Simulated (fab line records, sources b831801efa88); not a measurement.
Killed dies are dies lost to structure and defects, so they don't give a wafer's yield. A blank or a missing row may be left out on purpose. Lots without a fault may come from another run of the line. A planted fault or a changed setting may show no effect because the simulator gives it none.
Chamber matching | flow sky130 | SKY_LI_CONTACT_CMP_24 on cmp-02: 4 sister chambers
The step polishes, stops on PSG, t overpolish 20 s, target thk 0 nm. 4 wafers are shown with their chamber, then 7 later ones without.

WAFERS WITH THEIR CHAMBER
wafer  | chamber | motor_current_A (A)
L434.5 | 0       | 11.1
L436.1 | 2       | 12.9
L436.6 | 1       | 9.7
L438.2 | 3       | 11.9

WAFERS WITHOUT THEIR CHAMBER
wafer  | motor_current_A (A)
L438.3 | 11.4
L438.6 | 10.8
L446.2 | 12.8
L446.6 | 11.5
L447.1 | 10.5
L447.6 | 11.0
L448.1 | 11.8

WHICH CHAMBER EACH WENT THROUGH
wafer  | from the rows above     | in truth
L438.3 | can't be placed: 0 or 3 | 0
L438.6 | 0                       | 0
L446.2 | 2                       | 2
L446.6 | can't be placed: 0 or 3 | 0
L447.1 | can't be placed: 0 or 1 | 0
L447.6 | 0                       | 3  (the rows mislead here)
L448.1 | can't be placed: 3 or 0 | 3
Placed correctly: 2 of 7. Can't be placed from these rows: 4 (the true chamber is among the candidates in 4). Placed wrongly: 1.
How it was worked out, from the rows above alone: a wafer's distance from a chamber is the root of the sum, over the readings, of the square of ((its reading less the chamber's mean) divided by the reading's scatter). The wafer belongs to the nearest chamber; if the next one is less than 2 further off, it can't be placed. A chamber's mean is the mean of its shown wafers. The scatter: with one shown wafer a chamber, the root of the mean of the squares of how far each hidden wafer lies from its nearest shown one.
